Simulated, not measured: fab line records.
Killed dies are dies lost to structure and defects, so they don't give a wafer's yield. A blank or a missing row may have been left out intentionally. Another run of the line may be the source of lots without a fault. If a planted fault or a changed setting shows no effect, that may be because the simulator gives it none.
fab line records ; flow sky130 ; part 2 of 2: steps 43 to 43 of 43
record: lots: 6; wafers: 18; last-day: 50
route steps=708 shown VIA2@525 METAL3@532 CAPM@537 PAD_OPEN@708
lots that met no fault: taken from a fault-free run of the same line
start-h: hours from the record's opening day to when the first of the lot's shown wafers began ; wait-h: hours elapsed since this lot's preceding step ; " identical to the entry in the row above ; L1.1+2: a single row standing in for several wafers ; - either no value or no given start ; * or withheld: withheld ; < > ~ a bound
route shown NAME@n: names a module that has steps shown in the file, with the first one's number in the route ; usual: average and standard deviation across the fault-free wafers ; same: alike in all rows ; chamber/n: place in a boat ; sites: each site's reading ; _std_site: their standard deviation ; _edge_site: mean of outer sites minus mean of inner sites ; radius-mm: how far each site lies from the wafer's centre ; mask NAME#n: copy n ; behind: the most recent tool/chamber to have shaped the wafer ; hold: what put the lot on hold/how long, in hours/how the hold closed ; device: which transistor (n, p or np) failed to switch ; end of line: the tests these same wafers got at the end of their route ; step lacking rows: just its recipe ; killed: the dies lost at the first sort to structure and to defects; this is not the yield of the wafer ; map: a wafer's dies, marking killed ones x, the rest . and places with no die _
set.NAME: the setting as run; set.NAME@STEP: as run at that earlier step ; model.NAME: the simulator's own value behind a step, which no gauge read
lots seen at some steps along the route; tables by step, rows by wafer
services: from which hour (start-h, from the record's first day; less than 0 if before it) a tool's chamber was out of use, for how many hours, and why
== steps ==
step: SKY_PAD_OPEN_PROBE_99
usual: defect-limited-yield: 82.7/2; killed_at_M0_to_M3: 42/6.7; killed_at_M4_up: 3.3/2.1; killed-at-contacts: 24/5.1; killed-at-front-end: 15/4.6; killed-at-other: 0.3/0.58; killed-dies: 85/9.9; killed-open: 46/6.9; killed-short: 38/7; sort_bin_3_pad_short: 0.9/0.43; sort_bin_5_function: 10.1/1.4; sort_bin_6_memory: 6.4/1.2; sort-n-pass: 407/9.9; sort-yield-pct: 82.7/2
same: gross-dies: 492; killed-at-back-side: 0; sort_bin_4_leakage[%]: 0; sort_bin_8_speed[%]: 0
lot.wafer;tool;chamber;start-h;wait-h;hold;defect-limited-yield[%];killed_at_M0_to_M3;killed_at_M4_up;killed-at-contacts;killed-at-front-end;killed-at-other;killed-dies;killed-open;killed-short;sort_bin_3_pad_short[%];sort_bin_5_function[%];sort_bin_6_memory[%];sort-n-pass;sort-yield-pct[%];model.etest.tester.sort-n-pass;model.etest.tester.sort-yield-pct;model.etest.tester.sort_bin_5_pct;model.etest.tester.sort_bin_3_pct
L410.1;prober-02;-;1086.12;0.1;-;86.6;37;3;17;9;0;66;38;28;0.4;8.5;4.5;426;86.6;426;86.59;8.537;0.4065
L410.3;prober-02;-;1086.22;0.2;-;84.6;42;1;20;11;2;76;39;37;0.8;9.6;5.1;416;84.6;416;84.55;9.553;0.813
L410.4;prober-02;-;1086.27;0.2;-;80.9;46;5;22;20;1;94;55;39;1.2;10.8;7.1;398;80.9;398;80.89;10.77;1.22
L413.3;prober-01;-;1104.63;0.2;-;82.3;40;4;25;18;0;87;45;42;0.6;11.4;5.7;405;82.3;405;82.32;11.38;0.6098
L413.4;prober-01;-;1104.68;0.2;-;87.2;31;1;21;10;0;63;37;26;0.2;8.1;4.5;429;87.2;429;87.2;8.13;0.2033
L413.5;prober-01;-;1104.73;0.2;-;80.1;45;3;29;21;0;98;50;48;1.0;11.8;7.1;394;80.1;394;80.08;11.79;1.016
L419.1;prober-01;-;1142.10;0.1;await-dispo/1.2h/release;74.0;45;9;22;6;46;128;47;30;4.5;16.3;5.3;364;74.0;364;73.98;16.26;4.472
L419.2;prober-01;-;1142.15;0.1;await-dispo/1.2h/release;80.3;51;1;25;20;0;97;59;38;0.8;11.2;7.7;395;80.3;395;80.28;11.18;0.813
L419.3;prober-01;-;1142.20;0.2;await-dispo/1.2h/release;83.3;35;2;29;15;1;82;51;31;1.0;9.3;6.3;410;83.3;410;83.33;9.35;1.016
L421.1;prober-01;-;1152.67;0.1;-;82.9;36;4;28;16;0;84;50;34;1.0;9.6;6.5;408;82.9;408;82.93;9.553;1.016
L421.4;prober-01;-;1152.82;0.2;-;84.3;33;4;31;9;0;77;41;36;1.6;8.7;5.3;415;84.3;415;84.35;8.74;1.626
L421.6;prober-01;-;1152.92;0.2;-;80.3;45;2;34;16;0;97;61;36;0.8;10.4;8.5;395;80.3;395;80.28;10.37;0.813
L422.1;prober-02;-;1156.22;0.1;await-dispo/0.8h/release;82.5;45;3;21;17;0;86;46;39;0.8;10.0;6.7;406;82.5;406;82.52;9.959;0.813
L422.3;prober-02;-;1156.32;0.2;await-dispo/0.8h/release;74.8;44;2;21;9;48;124;45;31;4.7;14.4;6.1;368;74.8;368;74.8;14.43;4.675
L422.4;prober-02;-;1156.37;0.2;await-dispo/0.8h/release;81.7;37;4;35;14;0;90;43;47;1.0;11.2;6.1;402;81.7;402;81.71;11.18;1.016
L428.2;prober-01;-;1192.12;0.1;-;82.3;52;5;16;14;0;87;40;47;0.8;11.0;5.9;405;82.3;405;82.32;10.98;0.813
L428.3;prober-01;-;1192.17;0.2;-;80.1;45;5;18;30;0;98;62;34;0.6;13.4;5.9;394;80.1;394;80.08;13.41;0.6098
L428.6;prober-01;-;1192.32;0.2;-;83.9;41;5;24;9;0;79;46;32;0;11.4;4.7;413;83.9;413;83.94;11.38;0
killed by level:class
L410.1 VIA1:geometric-particle:open=9 LI_CONTACT:geometric-particle:open=5 CONTACT:geometric-particle:open=5 VIA3:geometric-particle:open=5 METAL2:geometric-particle:short=4 VIA2:geometric-particle:open=4 VIA3:geometric-particle:short=4 POLY_GATE:geometric-particle:open=3
L410.3 VIA1:geometric-particle:open=10 METAL1:geometric-particle:short=9 CONTACT:geometric-particle:open=8 VIA3:geometric-particle:open=5 VIA2:geometric-particle:open=5 LOCAL_INTERCONNECT:geometric-particle:short=4 METAL3:geometric-particle:short=4 FIELD_ISO:geometric-particle:open=3
L410.4 VIA1:geometric-particle:open=15 VIA3:geometric-particle:open=10 CONTACT:geometric-particle:open=7 POLY_GATE:geometric-particle:short=6 CONTACT:geometric-particle:short=5 VIA2:geometric-particle:open=5 FIELD_ISO:geometric-particle:short=4 LOCAL_INTERCONNECT:geometric-particle:short=4
L413.3 LOCAL_INTERCONNECT:geometric-particle:short=8 LI_CONTACT:geometric-particle:open=7 VIA1:geometric-particle:open=7 VIA2:geometric-particle:open=7 VIA3:geometric-particle:open=7 CONTACT:geometric-particle:open=6 FIELD_ISO:geometric-particle:open=5 POLY_GATE:geometric-particle:short=5
L413.4 CONTACT:geometric-particle:open=9 LI_CONTACT:geometric-particle:open=8 METAL2:geometric-particle:short=5 POLY_GATE:geometric-particle:short=4 VIA1:geometric-particle:open=4 METAL1:geometric-particle:open=3 VIA1:geometric-particle:short=3 METAL2:geometric-particle:open=3
L413.5 CONTACT:geometric-particle:open=10 LI_CONTACT:geometric-particle:open=9 VIA1:geometric-particle:open=9 VIA2:geometric-particle:open=7 POLY_GATE:geometric-particle:short=6 VIA3:geometric-particle:open=6 FIELD_ISO:geometric-particle:open=5 CONTACT:geometric-particle:short=5
L419.1 CAPM:unspecified=46 CONTACT:geometric-particle:open=12 VIA3:geometric-particle:open=12 VIA1:geometric-particle:open=6 METAL1:geometric-particle:short=6 VIA2:geometric-particle:open=6 VIA1:geometric-particle:short=5 VIA4:area-etch=5
L419.2 VIA1:geometric-particle:open=11 CONTACT:geometric-particle:open=10 LI_CONTACT:geometric-particle:open=9 VIA3:geometric-particle:open=9 FIELD_ISO:geometric-particle:short=8 VIA2:geometric-particle:open=6 FIELD_ISO:geometric-particle:open=5 METAL2:geometric-particle:short=5
L419.3 CONTACT:geometric-particle:open=10 VIA1:geometric-particle:open=9 LI_CONTACT:geometric-particle:open=8 POLY_GATE:geometric-particle:short=6 VIA2:geometric-particle:open=5 LOCAL_INTERCONNECT:geometric-particle:short=4 CONTACT:geometric-particle:short=4 METAL2:geometric-particle:open=4
L421.1 LI_CONTACT:geometric-particle:open=12 CONTACT:geometric-particle:open=10 VIA1:geometric-particle:open=6 VIA2:geometric-particle:open=6 POLY_GATE:geometric-particle:short=5 METAL1:geometric-particle:short=5 CONTACT:geometric-particle:short=4 VIA3:geometric-particle:open=4
L421.4 LI_CONTACT:geometric-particle:open=14 VIA1:geometric-particle:open=9 LI_CONTACT:geometric-particle:short=6 VIA2:geometric-particle:open=6 METAL2:geometric-particle:short=5 LOCAL_INTERCONNECT:geometric-particle:short=4 METAL4:geometric-particle:short=4 FIELD_ISO:geometric-particle:short=3
L421.6 CONTACT:geometric-particle:open=17 VIA1:geometric-particle:open=12 POLY_GATE:geometric-particle:open=8 LOCAL_INTERCONNECT:geometric-particle:short=7 METAL1:geometric-particle:short=7 VIA2:geometric-particle:open=7 METAL2:geometric-particle:short=6 LI_CONTACT:geometric-particle:open=6
L422.1 VIA1:geometric-particle:open=13 CONTACT:geometric-particle:open=11 VIA1:geometric-particle:short=8 FIELD_ISO:geometric-particle:open=5 FIELD_ISO:geometric-particle:short=5 METAL1:geometric-particle:short=5 LI_CONTACT:geometric-particle:open=4 VIA2:geometric-particle:open=4
L422.3 CAPM:unspecified=48 VIA1:geometric-particle:open=9 LI_CONTACT:geometric-particle:open=8 VIA2:geometric-particle:open=7 CONTACT:geometric-particle:short=6 CONTACT:geometric-particle:open=5 VIA3:geometric-particle:open=5 VIA1:geometric-particle:short=4
L422.4 CONTACT:geometric-particle:open=10 CONTACT:geometric-particle:short=9 VIA2:geometric-particle:open=7 VIA1:geometric-particle:short=7 FIELD_ISO:geometric-particle:open=6 LOCAL_INTERCONNECT:geometric-particle:short=6 VIA1:geometric-particle:open=6 METAL2:geometric-particle:short=6
L428.2 VIA2:geometric-particle:open=9 VIA3:geometric-particle:open=8 METAL3:geometric-particle:short=7 METAL2:geometric-particle:short=7 VIA1:geometric-particle:open=6 FIELD_ISO:geometric-particle:short=5 CONTACT:geometric-particle:open=5 METAL1:geometric-particle:short=5
L428.3 FIELD_ISO:geometric-particle:open=14 VIA3:geometric-particle:open=10 VIA1:geometric-particle:open=10 VIA2:geometric-particle:open=8 FIELD_ISO:geometric-particle:short=6 CONTACT:geometric-particle:open=6 VIA2:geometric-particle:short=5 POLY_GATE:geometric-particle:open=4
L428.6 VIA1:geometric-particle:open=15 LI_CONTACT:geometric-particle:open=8 CONTACT:geometric-particle:open=7 VIA1:geometric-particle:short=7 VIA2:geometric-particle:open=5 CONTACT:geometric-particle:short=4 METAL4:geometric-particle:short=4 METAL2:geometric-particle:short=4
map L419.1 (x killed, . not)
__________.xxxxxxxxx_________
________..xxxxxxxxxxx._______
______...x..xxxxxxxxx..x_____
_____........xxxxxxx.....____
____..x..x.xxxxxxx.x......___
___.........x.xxx..x.......__
__.xx..x........xx..xx......_
_...........x......x.x.......
_................x..........x
_xx..x........x.....x.......x
_.x.........x.....xxx....x...
_...x..x....x.xx...x.........
_....x..x..............xx....
_.x........x......x.x..x.....
_..................x.........
__x...x...x.......x........._
___...xx.x.x...x.x.x.xx....__
____xx..x............x...x___
_____..x...xx.xxx.x..x...____
______..........xx......_____
________........x.x.x._______
__________xx..x..x.._________
map L422.3 (x killed, . not)
__________.xxxxxxxxx_________
________...xxxxxxxxx.._______
______....x.xxxxxxxxx..._____
_____...x.xxxxxxxxxxx....____
____.......xxxxxxxx.......___
___..........xxx.x.x..x....__
__.x..x..x......x....x....x._
_.x......................x...
_.x..........xxx..........x.x
_...xx..x...xxx........xx....
_...x..x.....x...xx......x...
_....x......xx..........x...x
_.x.x..x...........x.xx..x...
_.....x..xx..........x....x..
_x.....x..x........x.....x...
__.......x......x.x........._
___..........x..x......x.x.__
____xx....x............x..___
_____......x.x..x.x...x..____
______..x........x......_____
________x............._______
__________.x........_________
== services ==
tool;chamber;start-h;hours;kind
rie-metal-03;1;835.88;4.2;repair
pvd-sputter-01;-;848.94;5.2;repair
pecvd-02;-;854.90;0.9;repair
pecvd-04;-;857.05;1.6;repair
rie-metal-01;1;863.65;7.3;repair
pvd-sputter-03;-;878.04;2.4;repair
rie-metal-01;-;882.57;28.1;pm
pvd-sputter-04;-;886.75;3.0;repair
pecvd-02;-;890.92;0.9;repair
rie-metal-02;0;907.79;10.5;repair
cmp-02;-;912.19;4.0;pm
pecvd-04;-;916.00;0.3;repair
cmp-01;-;916.53;4.3;repair
cmp-02;-;934.79;0.2;repair
cmp-02;-;950.44;1.7;repair
rie-metal-03;-;953.22;0.9;repair
cmp-01;-;956.73;0.9;repair
cmp-01;-;975.58;2.5;repair
pvd-sputter-01;-;981.03;1.2;repair
cmp-02;-;982.65;5.8;pm
pvd-sputter-03;-;997.14;12.2;repair
pvd-sputter-01;-;1002.17;5.9;repair
pvd-sputter-04;-;1004.48;15.0;repair
cmp-01;-;1012.97;3.0;repair
== key ==
first-sign: step: SKY_PAD_OPEN_PROBE_99; reading: killed-at-other; direction: up; sigmas: 47; usual: 0.3; struck: 47
effect: step: SKY_PAD_OPEN_PROBE_99; reading: sort_bin_3_pad_short; direction: up; sigmas: 8.6; usual: 0.9; struck: 4.6
model-effect: step: SKY_PAD_OPEN_PROBE_99; value: etest.tester.sort-n-pass; without: 405; struck: 366
met-at SKY_CAPM_CVD_00
struck-wafers L419.1,L422.3
onset-between 882.35 931.94
fault: kind: chamber-particle-source; tool: pecvd-02; chamber: 1; onset-h: 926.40; steps: SKY_CAPM_CVD_00; rate-per-visit-cm2: 1.1644; end-h: 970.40
